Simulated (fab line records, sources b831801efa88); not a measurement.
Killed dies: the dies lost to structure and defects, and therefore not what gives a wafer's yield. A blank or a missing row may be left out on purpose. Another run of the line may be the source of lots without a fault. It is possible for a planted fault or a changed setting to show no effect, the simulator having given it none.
fab line records	flow sky130
record: lots: 7	wafers: 20	last-day: 49
route steps=708 shown FIELD_ISO@27 NWELL@32 DNWELL@35 PWDE@45 PAD_OPEN@708
lots that met no fault: from a run of the same line without faults
start-h: hours from the record's first day to the start of the lot's first wafer shown	wait-h: hours since the lot's step before	" as in the row above	L1.1+2: one row covering several wafers at once	- no value present, or no start provided	* or withheld: withheld	< > ~ a bound
route shown NAME@n: NAME is a module with steps in the file, n the number in the route of the first one	usual: mean/standard deviation of fault-free wafers	same: alike in all rows	chamber/n: place in a boat	sites: the reading at each site	_std_site: the values' standard deviation	_edge_site: outer sites' mean less inner sites'	radius-mm: for every site, how far away it sits from the centre of the wafer	mask NAME#n: copy n	behind: tool/chamber where the wafer was last shaped	hold: cause of the lot's hold/its duration in hours/its outcome	device: the n, p or np transistor that did not switch	end of line: the tests these same wafers got at the end of their route	for a step that has no rows: nothing shown but its recipe	killed: the dies lost at the first sort to structure and to defects; this is not the yield of the wafer	map: the dies of a wafer, with x for killed, . for not killed, _ for no die there
set.NAME: the setting as run; set.NAME@STEP: as run at that earlier step	model.NAME: the simulator's own value behind a step, which no gauge read
a table for each step, a row for each wafer; lots at some steps of the route
services: the hour from which a tool's chamber was out of use, counted from the record's first day as start-h (under 0 if before that day), plus the number of hours and why
== steps ==
step: SKY_FIELD_ISO_ANNEAL_26
recipe: temp-c: 1000	time-s: 1800	ambient: N2
step: SKY_FIELD_ISO_CMP_27
recipe: stop-on: Si3N4	t-overpolish-s: 16	down-force-psi: 4	platen-rpm: 60	target-thk-nm: 457.8	pad-velocity-m-s: 0.94248
usual: motor-current-A: 12.1/1.3	overpolish-run-s: 15.999/0.0085	platen-rpm: 60.00/0.044	time-to-endpoint-s: 113/5.8
lot.wafer	tool	chamber	start-h	wait-h	motor-current-A	overpolish-run-s	platen-rpm	time-to-endpoint-s
L386.4	cmp-02	0	35.22	0.0	11.0	16.014	60.03	121
L386.3	"	1	"	"	11.3	15.981	60.01	111
L386.2	"	2	"	"	11.5	16.009	60.03	111
L390.3	cmp-02	3	55.02	0.1	12.5	16.002	60.02	126
L390.5	"	0	"	"	11.1	16.008	60.07	127
L390.6	"	1	"	"	11.1	15.999	60.03	109
L396.1	cmp-01	0	85.46	0.0	14.0	15.991	59.99	110
L396.6	"	0	"	"	13.1	15.994	60.00	111
L396.5	"	1	"	"	11.1	15.998	60.00	115
L397.1	cmp-01	1	91.37	0.0	10.3	16.001	59.98	115
L397.2	"	0	"	"	13.8	15.992	59.99	109
L397.5	"	2	"	"	13.6	15.991	60.01	111
L399.2	cmp-01	2	100.26	0.5	14.3	15.994	59.98	109
L399.6	"	1	"	"	10.7	15.994	60.00	114
L399.5	"	2	"	"	14.5	15.997	60.01	109
L400.1	cmp-01	3	108.53	0.3	11.9	15.991	59.92	108
L400.5	"	1	"	"	10.9	16.003	60.00	111
L406.2	cmp-01	2	137.80	0.0	14.6	16.003	59.99	106
L406.4	"	1	"	"	10.9	16.001	60.02	110
L406.5	"	3	"	"	11.8	16.002	60.04	108
step: SKY_FIELD_ISO_WET_ETCH_28
recipe: chemistry: dHF	target-depth-nm: 23.7	target: SiO2	dilution: 10:1	temp-c: 25	time-s: 47
step: SKY_FIELD_ISO_WET_ETCH_29
recipe: chemistry: H3PO4	target-depth-nm: 160	target: Si3N4	temp-c: 160	time-s: 1825
step: SKY_FIELD_ISO_WET_ETCH_30
recipe: chemistry: dHF	target-depth-nm: 25	target: SiO2	dilution: 10:1	temp-c: 25	time-s: 50
step: SKY_NWELL_CLEAN_00
recipe: chemistry: SC1/SC2	mix: 1:4:20	temp-c: 70	time-s: 150	dry: n2-spin
step: SKY_NWELL_OXIDATION_01
recipe: temp-c: 900	ambient: O2	stabilise-s: 600	purge-s: 300	target-thk-a: 100	ox-time-s: 1418
step: SKY_NWELL_THK_MEAS_02
recipe: reads: SiO2_of_NWELL_OXIDATION_01
usual: NWELL_OXIDATION_THK: 10.03/0.15
lot.wafer	tool	chamber	start-h	wait-h	NWELL_OXIDATION_THK[nm]
L386.2	film-metro-04	-	37.53	0.0	10.03
L386.3	"	-	"	"	9.81
L386.4	"	-	"	"	9.96
L390.3	film-metro-01	-	58.05	0.0	9.89
L390.5	"	-	"	"	9.83
L390.6	"	-	"	"	9.80
L396.1	film-metro-04	-	88.26	0.0	9.99
L396.5	"	-	"	"	9.95
L396.6	"	-	"	"	10.08
L397.1	film-metro-03	-	94.76	0.0	10.09
L397.2	"	-	"	"	10.04
L397.5	"	-	"	"	10.06
L399.2	film-metro-04	-	104.03	0.0	9.98
L399.5	"	-	"	"	10.04
L399.6	"	-	"	"	10.16
L400.1	film-metro-04	-	111.32	0.0	10.10
L400.5	"	-	"	"	9.98
L406.2	film-metro-04	-	140.73	0.0	10.11
L406.4	"	-	"	"	10.39
L406.5	"	-	"	"	10.24
step: SKY_DNWELL_DEHYDRATE_00
recipe: temp-c: 200	time-s: 60
step: SKY_DNWELL_HMDS_01
recipe: prime-time-s: 60	prime-temp-c: 120
step: SKY_DNWELL_COAT_02
recipe: spin-rpm: 2000	resist-thk-nm: 3000
step: SKY_DNWELL_SOFTBAKE_03
recipe: temp-c: 110	time-s: withheld
step: SKY_DNWELL_EXPOSE_04
recipe: mask-id: DNM	na: 0.57	target-cd-nm: 3000	dose-mj: 222
lot.wafer	tool	chamber	start-h	wait-h	mask
L386.2+3+4	iline-stepper-01	0	45.53	-	DNM#0
L390.3+5+6	iline-stepper-01	0	66.36	-	DNM#0
L396.1+5+6	iline-stepper-02	0	96.86	-	DNM#0
L397.1+2+5	iline-stepper-02	0	103.61	-	DNM#0
L399.2+5+6	iline-stepper-02	0	113.15	-	DNM#0
L400.1+5	iline-stepper-02	0	120.84	-	DNM#0
L406.2+4+5	iline-stepper-01	0	150.33	-	DNM#0
step: SKY_DNWELL_PEB_05
recipe: temp-c: 115	time-s: withheld
step: SKY_DNWELL_DEVELOP_06
recipe: wall-angle-deg: 90	developer: TMAH	develop-time-s: 60	dev-temp-c: 23
step: SKY_DNWELL_IMPLANT_07
recipe: species: P	energy-kev: withheld	dose-cm2: withheld	tilt-deg: withheld
step: SKY_DNWELL_STRIP_08
recipe: chemistry: O2/N2	power-w: 1400	pressure-mtorr: 1500	platen-temp-c: withheld	o2-flow-sccm: 3000	n2-flow-sccm: 300	overash-fraction: 0.5
usual: drypump-motor-current-A: 5.8/0.59	o2-flow-sccm: 2998/8.9	oes-product-au: 0.722/0.005	strip-time-to-endpoint-s: 36.87/0.1
lot.wafer	tool	chamber	start-h	wait-h	drypump-motor-current-A	o2-flow-sccm	oes-product-au	rf-hours-counter-h	strip-time-to-endpoint-s
L386.2	plasma-asher-04	0	52.54	0.1	5.3	3000	0.723	37	36.94
L386.3	"	0	"	"	5.3	3001	0.710	-	36.98
L386.4	"	1	"	"	6.5	3011	0.719	-	37.09
L390.3	plasma-asher-02	1	73.73	0.1	5.3	3009	0.731	-	36.86
L390.5	"	1	"	"	5.4	3006	0.728	-	36.83
L390.6	"	0	"	"	6.8	2997	0.718	-	36.93
L396.1	plasma-asher-02	1	105.61	0.1	5.4	3001	0.716	30	36.81
L396.5	"	1	"	"	5.3	2997	0.722	-	36.79
L396.6	"	0	"	"	6.8	3009	0.710	-	36.84
L397.1	plasma-asher-04	1	112.51	0.1	6.5	3004	0.723	42	36.94
L397.2	"	0	"	"	5.3	2993	0.726	42	36.98
L397.5	"	1	"	"	6.5	2983	0.725	-	36.99
L399.2	plasma-asher-02	1	122.34	0.1	5.4	2989	0.712	31	36.81
L399.5	"	0	"	"	6.8	2992	0.726	-	36.69
L399.6	"	1	"	"	5.3	2984	0.713	-	36.86
L400.1	plasma-asher-01	0	129.69	0.1	5.3	2993	0.720	1	36.85
L400.5	"	0	"	"	5.3	3019	0.729	-	36.83
L406.2	plasma-asher-01	0	160.26	0.1	5.3	2997	0.722	4	36.85
L406.4	"	1	"	"	5.6	2989	0.727	-	36.84
L406.5	"	1	"	"	5.6	2991	0.717	-	36.84
step: SKY_DNWELL_TW_MEAS_09
usual: DNWELL_TW: 1098/10
lot.wafer	tool	chamber	start-h	wait-h	DNWELL_TW
L386.2	film-metro-03	-	52.65	0.1	1099
L386.3	"	-	"	"	1106
L386.4	"	-	"	"	1105
L390.3	film-metro-01	-	73.81	0.1	1087
L390.5	"	-	"	"	1082
L390.6	"	-	"	"	1094
L396.1	film-metro-03	-	105.71	0.1	1100
L396.5	"	-	"	"	1104
L396.6	"	-	"	"	1098
L397.1	film-metro-01	-	112.61	0.1	1086
L397.2	"	-	"	"	1083
L397.5	"	-	"	"	1092
L399.2	film-metro-01	-	122.45	0.1	1087
L399.5	"	-	"	"	1088
L399.6	"	-	"	"	1099
L400.1	film-metro-03	-	129.79	0.1	1099
L400.5	"	-	"	"	1099
L406.2	film-metro-03	-	160.37	0.1	1104
L406.4	"	-	"	"	1096
L406.5	"	-	"	"	1095
step: SKY_PWDE_DEHYDRATE_00
recipe: temp-c: 200	time-s: 60
step: SKY_PWDE_HMDS_01
recipe: prime-time-s: 60	prime-temp-c: 120
step: SKY_PWDE_COAT_02
recipe: spin-rpm: 2000	resist-thk-nm: 3000
step: SKY_PWDE_SOFTBAKE_03
recipe: temp-c: 110	time-s: withheld
step: SKY_PWDE_EXPOSE_04
recipe: mask-id: PWDEM	na: 0.6	source-shape: conventional	sigma-outer: 0.6	polarization: unpolarized	target-cd-nm: 840	dose-mj: 214
step: SKY_PWDE_PEB_05
recipe: temp-c: 115	time-s: withheld
step: SKY_PWDE_DEVELOP_06
recipe: wall-angle-deg: 90	developer: TMAH	develop-time-s: 60	dev-temp-c: 23
step: SKY_PWDE_OVL_MEAS_07
usual: PWDE_OVL: -0.9/1.3
lot.wafer	tool	chamber	start-h	wait-h	PWDE_OVL[nm]
L386.2	overlay-01	-	68.61	-	-1.6
L386.3	"	-	"	"	-2.2
L386.4	"	-	"	"	0.8
L390.3	overlay-02	-	89.00	-	0.0
L390.5	"	-	"	"	1.5
L390.6	"	-	"	"	0.4
L396.1	overlay-01	-	124.20	-	-3.4
L396.5	"	-	"	"	-3.0
L396.6	"	-	"	"	-3.9
L397.1	overlay-02	-	130.19	-	-2.3
L397.2	"	-	"	"	-1.7
L397.5	"	-	"	"	-0.1
L399.2	overlay-02	-	140.61	-	-1.1
L399.5	"	-	"	"	-0.7
L399.6	"	-	"	"	-1.0
L400.1	overlay-01	-	148.76	-	1.7
L400.5	"	-	"	"	-1.4
L406.2	overlay-01	-	180.61	-	-0.2
L406.4	"	-	"	"	-0.8
L406.5	"	-	"	"	0.8
step: SKY_PWDE_IMPLANT_08
recipe: species: B	energy-kev: 150	dose-cm2: 3.6e+12	tilt-deg: withheld
step: SKY_PWDE_STRIP_09
recipe: chemistry: O2/N2	power-w: 1400	pressure-mtorr: 1500	platen-temp-c: withheld	o2-flow-sccm: 3000	n2-flow-sccm: 300	overash-fraction: 0.5
usual: drypump-motor-current-A: 5.6/0.54	o2-flow-sccm: 2998/9.7	oes-product-au: 0.723/0.0047	strip-time-to-endpoint-s: 36.91/0.088
lot.wafer	tool	chamber	start-h	wait-h	drypump-motor-current-A	o2-flow-sccm	oes-product-au	rf-hours-counter-h	strip-time-to-endpoint-s
L386.2	plasma-asher-02	0	68.79	0.1	6.7	3005	0.725	26	36.76
L386.3	"	0	"	"	6.8	2978	0.734	-	36.83
L386.4	"	1	"	"	5.3	2993	0.721	-	36.82
L390.3	plasma-asher-02	1	89.21	0.1	5.4	2977	0.714	-	37.00
L390.5	"	0	"	"	6.8	2983	0.728	-	37.06
L390.6	"	1	"	"	5.4	3002	0.717	-	36.98
L396.1	plasma-asher-03	1	124.39	0.1	4.9	3010	0.721	44	36.83
L396.5	"	1	"	"	4.9	3006	0.725	-	36.77
L396.6	"	0	"	"	5.8	2988	0.729	-	36.88
L397.1	plasma-asher-01	0	130.38	0.1	5.3	3006	0.723	1	36.85
L397.2	"	1	"	"	5.6	2995	0.727	1	36.97
L397.5	"	1	"	"	5.6	3001	0.718	-	36.99
L399.2	plasma-asher-02	1	140.79	0.1	5.3	2987	0.719	34	36.94
L399.5	"	0	"	"	6.7	2997	0.725	-	37.09
L399.6	"	1	"	"	5.4	2999	0.722	-	36.93
L400.1	plasma-asher-03	1	148.94	0.1	4.9	3005	0.728	46	36.83
L400.5	"	0	"	"	5.8	2996	0.723	-	36.93
L406.2	plasma-asher-01	1	180.81	0.1	5.6	3005	0.723	6	36.83
L406.4	"	1	"	"	5.6	3017	0.721	-	36.85
L406.5	"	0	"	"	5.3	3013	0.721	-	36.89
step: SKY_PWDE_TW_MEAS_10
usual: PWDE_TW: 370/3.5
lot.wafer	tool	chamber	start-h	wait-h	PWDE_TW
L386.2	film-metro-01	-	68.90	0.1	364
L386.3	"	-	"	"	363
L386.4	"	-	"	"	363
L390.3	film-metro-04	-	89.30	0.1	372
L390.5	"	-	"	"	373
L390.6	"	-	"	"	373
L396.1	film-metro-04	-	124.49	0.1	373
L396.5	"	-	"	"	373
L396.6	"	-	"	"	373
L397.1	film-metro-01	-	130.48	0.1	367
L397.2	"	-	"	"	368
L397.5	"	-	"	"	367
L399.2	film-metro-03	-	140.90	0.1	366
L399.5	"	-	"	"	367
L399.6	"	-	"	"	368
L400.1	film-metro-04	-	149.04	0.1	373
L400.5	"	-	"	"	371
L406.2	film-metro-03	-	180.92	0.1	371
L406.4	"	-	"	"	371
L406.5	"	-	"	"	369
step: SKY_NWELL_DEHYDRATE_03
recipe: temp-c: 200	time-s: 60
step: SKY_NWELL_HMDS_04
recipe: prime-time-s: 60	prime-temp-c: 120
step: SKY_NWELL_COAT_05
recipe: spin-rpm: 2000	resist-thk-nm: 3000
step: SKY_NWELL_SOFTBAKE_06
recipe: temp-c: 110	time-s: withheld
step: SKY_NWELL_EXPOSE_07
recipe: mask-id: NWM	na: 0.6	source-shape: conventional	sigma-outer: 0.6	polarization: unpolarized	target-cd-nm: 840	dose-mj: 255
step: SKY_NWELL_PEB_08
recipe: temp-c: 115	time-s: withheld
step: SKY_NWELL_DEVELOP_09
recipe: wall-angle-deg: 90	developer: TMAH	develop-time-s: 60	dev-temp-c: 23
step: SKY_NWELL_OVL_MEAS_10
usual: NWELL_00_OVL: -0.9/1.7
lot.wafer	tool	chamber	start-h	wait-h	NWELL_00_OVL[nm]
L386.2	overlay-01	-	85.51	-	-1.2
L386.3	"	-	"	"	-0.7
L386.4	"	-	"	"	-0.5
L390.3	overlay-02	-	106.86	-	1.7
L390.5	"	-	"	"	1.7
L390.6	"	-	"	"	2.3
L396.1	overlay-02	-	143.35	-	-3.6
L396.5	"	-	"	"	-2.7
L396.6	"	-	"	"	-1.3
L397.1	overlay-02	-	149.35	-	-1.3
L397.2	"	-	"	"	-1.8
L397.5	"	-	"	"	-1.7
L399.2	overlay-01	-	160.21	-	0.4
L399.5	"	-	"	"	-0.1
L399.6	"	-	"	"	-1.0
L400.1	overlay-01	-	168.25	-	-2.0
L400.5	"	-	"	"	-4.9
L406.2	overlay-02	-	201.47	-	-0.7
L406.4	"	-	"	"	-0.9
L406.5	"	-	"	"	-2.1
step: SKY_NWELL_IMPLANT_11
recipe: species: P	energy-kev: 400	dose-cm2: 1.9e+13	tilt-deg: withheld
step: SKY_NWELL_IMPLANT_12
recipe: species: P	energy-kev: 120	dose-cm2: 1.3e+12	tilt-deg: withheld
step: SKY_NWELL_IMPLANT_13
recipe: species: P	energy-kev: 50	dose-cm2: 7e+11	tilt-deg: withheld
step: SKY_NWELL_STRIP_14
recipe: chemistry: O2/N2	power-w: 1400	pressure-mtorr: 1500	platen-temp-c: withheld	o2-flow-sccm: 3000	n2-flow-sccm: 300	overash-fraction: 0.5
usual: drypump-motor-current-A: 5.7/0.64	o2-flow-sccm: 3000/8.5	oes-product-au: 0.722/0.0048	strip-time-to-endpoint-s: 36.90/0.11
lot.wafer	tool	chamber	start-h	wait-h	drypump-motor-current-A	o2-flow-sccm	oes-product-au	rf-hours-counter-h	strip-time-to-endpoint-s
L386.2	plasma-asher-04	1	85.99	0.1	6.4	2988	0.727	40	36.94
L386.3	"	0	"	"	5.2	3001	0.715	-	36.92
L386.4	"	1	"	"	6.5	2989	0.717	-	36.84
L390.3	plasma-asher-04	1	107.37	0.1	6.4	2989	0.721	-	36.83
L390.5	"	1	"	"	6.5	3015	0.721	-	36.83
L390.6	"	0	"	"	5.3	3012	0.725	-	36.85
L396.1	plasma-asher-02	1	143.84	0.1	5.3	2999	0.725	34	36.84
L396.5	"	1	"	"	5.4	2996	0.719	-	36.75
L396.6	"	0	"	"	6.8	3014	0.730	-	36.77
L397.1	plasma-asher-03	0	149.84	0.1	5.8	2995	0.722	46	37.03
L397.2	"	1	"	"	5.0	3004	0.709	46	37.02
L397.5	"	1	"	"	4.9	3006	0.717	-	37.04
L399.2	plasma-asher-03	0	160.69	0.1	5.8	2994	0.727	47	36.90
L399.5	"	0	"	"	5.8	3001	0.720	-	36.86
L399.6	"	1	"	"	5.0	2996	0.719	-	36.90
L400.1	plasma-asher-02	0	168.74	0.1	6.8	3008	0.723	36	36.89
L400.5	"	1	"	"	5.3	2993	0.720	-	36.84
L406.2	plasma-asher-02	0	201.95	0.1	6.7	3011	0.724	40	36.82
L406.4	"	1	"	"	5.3	2989	0.712	-	36.91
L406.5	"	0	"	"	6.7	3013	0.726	-	36.88
step: SKY_NWELL_TW_MEAS_15
usual: NWELL_TW: 1798/17
lot.wafer	tool	chamber	start-h	wait-h	NWELL_TW
L386.2	film-metro-04	-	86.10	0.1	1827
L386.3	"	-	"	"	1817
L386.4	"	-	"	"	1827
L390.3	film-metro-03	-	107.46	0.1	1802
L390.5	"	-	"	"	1806
L390.6	"	-	"	"	1808
L396.1	film-metro-03	-	143.94	0.1	1785
L396.5	"	-	"	"	1786
L396.6	"	-	"	"	1786
L397.1	film-metro-01	-	149.94	0.1	1774
L397.2	"	-	"	"	1783
L397.5	"	-	"	"	1775
L399.2	film-metro-04	-	160.80	0.1	1802
L399.5	"	-	"	"	1805
L399.6	"	-	"	"	1804
L400.1	film-metro-01	-	168.84	0.1	1777
L400.5	"	-	"	"	1781
L406.2	film-metro-03	-	202.06	0.1	1806
L406.4	"	-	"	"	1803
L406.5	"	-	"	"	1795
step: SKY_PAD_OPEN_PROBE_99
usual: killed_at_M0_to_M3: 42/7.3	killed_at_M4_up: 3.4/2	killed-at-contacts: 24/5.8	killed-at-front-end: 15/4.6	killed-at-other: 0.3/0.62	killed-dies: 84/9.8	killed-open: 47/6.9	killed-short: 38/6.3
same: gross-dies: 492	killed-at-back-side: 0
lot.wafer	tool	chamber	start-h	wait-h	killed_at_M0_to_M3	killed_at_M4_up	killed-at-contacts	killed-at-front-end	killed-at-other	killed-dies	killed-open	killed-short	model.etest.res-deep-nwell.width-nm
L386.2	prober-01	-	1067.81	0.1	39	4	22	18	0	83	39	44	2987
L386.3	prober-01	-	1067.86	0.2	35	0	34	12	0	81	41	40	2984
L386.4	prober-01	-	1067.91	0.2	41	6	19	16	1	83	47	36	2994
L390.3	prober-02	-	1165.30	0.2	50	1	23	13	0	87	51	36	3022
L390.5	prober-02	-	1165.40	0.2	34	1	23	10	2	70	31	39	3010
L390.6	prober-02	-	1165.45	0.2	43	2	28	13	0	86	53	33	3010
L396.1	prober-01	-	1168.20	0.1	42	2	32	19	1	96	52	44	2984
L396.5	prober-01	-	1168.40	0.2	39	4	23	13	0	79	36	43	2979
L396.6	prober-01	-	1168.45	0.2	34	2	12	11	0	59	35	24	2990
L397.1	prober-01	-	1168.87	0.1	38	4	11	18	0	71	43	28	3022
L397.2	prober-01	-	1168.92	0.1	40	2	20	18	0	80	45	35	3023
L397.5	prober-01	-	1169.07	0.2	38	2	18	19	0	77	44	33	2972
L400.1	prober-02	-	1171.20	0.1	55	1	18	8	0	82	40	42	3028
L400.5	prober-02	-	1171.40	0.2	49	4	30	3	0	86	46	40	2982
L399.2	prober-02	-	1173.00	0.1	50	5	17	13	0	85	40	45	3052
L399.5	prober-02	-	1173.15	0.2	37	2	17	9	0	65	33	32	3004
L399.6	prober-02	-	1173.20	0.2	49	3	26	17	1	96	43	53	3003
L406.2	prober-01	-	1181.87	0.1	56	4	19	9	0	88	55	33	2998
L406.4	prober-01	-	1181.97	0.2	39	2	34	13	0	88	53	35	2979
L406.5	prober-01	-	1182.02	0.2	45	1	21	16	3	86	52	34	3000
killed by level:class
L386.2 VIA1:geometric-particle:open=11 METAL1:geometric-particle:short=7 CONTACT:geometric-particle:open=6 LOCAL_INTERCONNECT:geometric-particle:short=5 POLY_GATE:geometric-particle:short=5 CONTACT:geometric-particle:short=5 VIA1:geometric-particle:short=5 METAL2:geometric-particle:short=5
L386.3 CONTACT:geometric-particle:open=9 LI_CONTACT:geometric-particle:open=8 CONTACT:geometric-particle:short=7 METAL2:geometric-particle:short=6 VIA2:geometric-particle:open=6 LOCAL_INTERCONNECT:geometric-particle:short=5 VIA3:geometric-particle:open=5 VIA1:geometric-particle:short=5
L386.4 VIA1:geometric-particle:open=10 CONTACT:geometric-particle:open=7 LI_CONTACT:geometric-particle:open=6 METAL1:geometric-particle:short=6 VIA2:geometric-particle:open=5 POLY_GATE:geometric-particle:short=5 VIA3:geometric-particle:open=5 POLY_GATE:geometric-particle:open=4
L390.3 VIA1:geometric-particle:open=13 VIA3:geometric-particle:open=9 VIA2:geometric-particle:open=7 CONTACT:geometric-particle:open=7 CONTACT:geometric-particle:short=6 POLY_GATE:geometric-particle:open=4 LI_CONTACT:geometric-particle:short=4 LI_CONTACT:geometric-particle:open=4
L390.5 LI_CONTACT:geometric-particle:open=9 VIA1:geometric-particle:open=8 FIELD_ISO:geometric-particle:short=6 METAL2:geometric-particle:short=6 VIA3:geometric-particle:open=5 CONTACT:geometric-particle:short=5 VIA1:geometric-particle:short=5 CONTACT:geometric-particle:open=4
L390.6 VIA1:geometric-particle:open=11 CONTACT:geometric-particle:open=9 LI_CONTACT:geometric-particle:open=8 VIA2:geometric-particle:open=7 CONTACT:geometric-particle:short=6 VIA1:geometric-particle:short=6 METAL2:geometric-particle:short=5 POLY_GATE:geometric-particle:open=4
L396.1 CONTACT:geometric-particle:open=10 VIA1:geometric-particle:open=9 LOCAL_INTERCONNECT:geometric-particle:short=7 METAL1:geometric-particle:short=7 VIA3:geometric-particle:open=7 POLY_GATE:geometric-particle:short=6 CONTACT:geometric-particle:short=6 LI_CONTACT:geometric-particle:open=5
L396.5 METAL2:geometric-particle:short=7 LI_CONTACT:geometric-particle:open=6 VIA3:geometric-particle:short=5 LI_CONTACT:geometric-particle:short=5 CONTACT:geometric-particle:open=5 VIA1:geometric-particle:short=5 VIA1:geometric-particle:open=5 VIA2:geometric-particle:open=5
L396.6 VIA3:geometric-particle:open=9 VIA2:geometric-particle:open=6 METAL1:geometric-particle:short=5 VIA1:geometric-particle:open=5 METAL2:geometric-particle:short=5 FIELD_ISO:geometric-particle:open=4 CONTACT:geometric-particle:open=4 FIELD_ISO:geometric-particle:short=3
L397.1 VIA1:geometric-particle:open=10 VIA3:geometric-particle:open=9 POLY_GATE:geometric-particle:open=7 METAL1:geometric-particle:short=7 FIELD_ISO:geometric-particle:open=4 CONTACT:geometric-particle:open=4 METAL4:geometric-particle:short=4 VIA2:geometric-particle:open=4
L397.2 VIA1:geometric-particle:open=12 CONTACT:geometric-particle:open=9 METAL1:geometric-particle:short=8 POLY_GATE:geometric-particle:short=6 LI_CONTACT:geometric-particle:open=6 VIA2:geometric-particle:open=5 FIELD_ISO:geometric-particle:open=4 METAL3:geometric-particle:short=4
L397.5 VIA1:geometric-particle:open=10 LI_CONTACT:geometric-particle:open=7 FIELD_ISO:geometric-particle:short=5 POLY_GATE:geometric-particle:open=5 METAL2:geometric-particle:short=5 CONTACT:geometric-particle:open=5 METAL1:geometric-particle:short=4 VIA1:geometric-particle:short=4
L400.1 VIA1:geometric-particle:open=11 VIA3:geometric-particle:open=10 CONTACT:geometric-particle:open=9 METAL2:geometric-particle:short=7 VIA2:geometric-particle:short=7 METAL1:geometric-particle:short=5 VIA2:geometric-particle:open=5 VIA1:geometric-particle:short=5
L400.5 VIA1:geometric-particle:open=12 CONTACT:geometric-particle:open=11 VIA2:geometric-particle:open=10 LOCAL_INTERCONNECT:geometric-particle:short=7 LI_CONTACT:geometric-particle:open=6 VIA3:geometric-particle:short=6 VIA1:geometric-particle:short=5 METAL1:geometric-particle:short=4
L399.2 METAL1:geometric-particle:short=9 CONTACT:geometric-particle:open=8 VIA1:geometric-particle:short=8 VIA1:geometric-particle:open=6 METAL4:geometric-particle:short=5 VIA2:geometric-particle:short=5 VIA2:geometric-particle:open=5 VIA3:geometric-particle:open=5
L399.5 VIA3:geometric-particle:open=8 VIA1:geometric-particle:open=7 LI_CONTACT:geometric-particle:open=6 METAL1:geometric-particle:short=5 CONTACT:geometric-particle:short=4 VIA2:geometric-particle:open=4 FIELD_ISO:geometric-particle:short=3 LOCAL_INTERCONNECT:geometric-particle:short=3
L399.6 CONTACT:geometric-particle:short=9 CONTACT:geometric-particle:open=9 VIA1:geometric-particle:open=9 METAL2:geometric-particle:short=8 FIELD_ISO:geometric-particle:short=7 VIA3:geometric-particle:open=7 VIA1:geometric-particle:short=6 VIA2:geometric-particle:short=5
L406.2 VIA1:geometric-particle:open=13 VIA2:geometric-particle:open=11 METAL2:geometric-particle:short=9 CONTACT:geometric-particle:open=9 VIA3:geometric-particle:open=7 LI_CONTACT:geometric-particle:open=5 FIELD_ISO:geometric-particle:short=3 VIA2:geometric-particle:short=3
L406.4 CONTACT:geometric-particle:open=17 LI_CONTACT:geometric-particle:open=7 VIA1:geometric-particle:open=6 VIA3:geometric-particle:open=6 METAL1:geometric-particle:short=5 LI_CONTACT:geometric-particle:short=5 CONTACT:geometric-particle:short=5 VIA2:geometric-particle:open=5
L406.5 VIA1:geometric-particle:open=11 CONTACT:geometric-particle:open=7 VIA3:geometric-particle:open=7 LI_CONTACT:geometric-particle:open=6 VIA2:geometric-particle:open=6 VIA1:geometric-particle:short=5 METAL1:geometric-particle:short=5 VIA2:geometric-particle:short=4
== services ==
tool	chamber	start-h	hours	kind
plasma-asher-04	-	13.76	14.6	pm
cmp-02	-	15.31	1.9	repair
cmp-02	-	19.49	1.8	repair
cmp-01	-	43.09	5.7	pm
cmp-02	-	43.87	6.2	repair
cmp-01	-	57.48	0.3	repair
plasma-asher-03	-	59.54	0.9	repair
cmp-02	-	64.04	4.0	pm
cmp-02	-	81.95	47.4	repair
plasma-asher-02	-	92.78	3.9	repair
plasma-asher-01	-	108.75	9.0	pm
plasma-asher-01	0	108.75	9.0	vent-cycle
plasma-asher-01	1	108.75	9.0	vent-cycle
plasma-asher-01	0	117.75	-	clean
plasma-asher-03	-	125.48	9.8	pm
plasma-asher-01	-	127.27	1.2	repair
iline-stepper-02	-	128.57	1.7	pm
iline-stepper-01	-	130.24	1.7	pm
iline-stepper-02	-	141.16	2.5	repair
plasma-asher-03	-	142.07	0.8	repair
plasma-asher-03	-	167.32	0.3	repair
cmp-01	-	175.81	6.1	pm
iline-stepper-01	-	190.24	2.1	pm
cmp-01	-	200.87	15.3	repair
== key ==
first-sign none at tools or gauges
model-effect: step: SKY_PAD_OPEN_PROBE_99	value: etest.res-deep-nwell.width-nm	without: 2997	struck: 3031
met-at SKY_DNWELL_EXPOSE_04
struck-wafers L397.1,L397.2,L399.2,L400.1
tester-left-out L397,L399,L400
onset-between 96.86 103.61
fault: kind: process-parameter-drift	tool: iline-stepper-02	chamber: -	onset-h: 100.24	steps: SKY_DNWELL_EXPOSE_04	channel: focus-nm	offset: 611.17	shape: step	end-h: 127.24	scope: struck-wafers-only
tester-left-out: of these lots the tester's yield and bins aren't shown, on N5 and GAA mostly nor the transistor test; their killed dies are dies lost to structure and defects alone, not to doping, threshold or leakage, so they don't give the yield
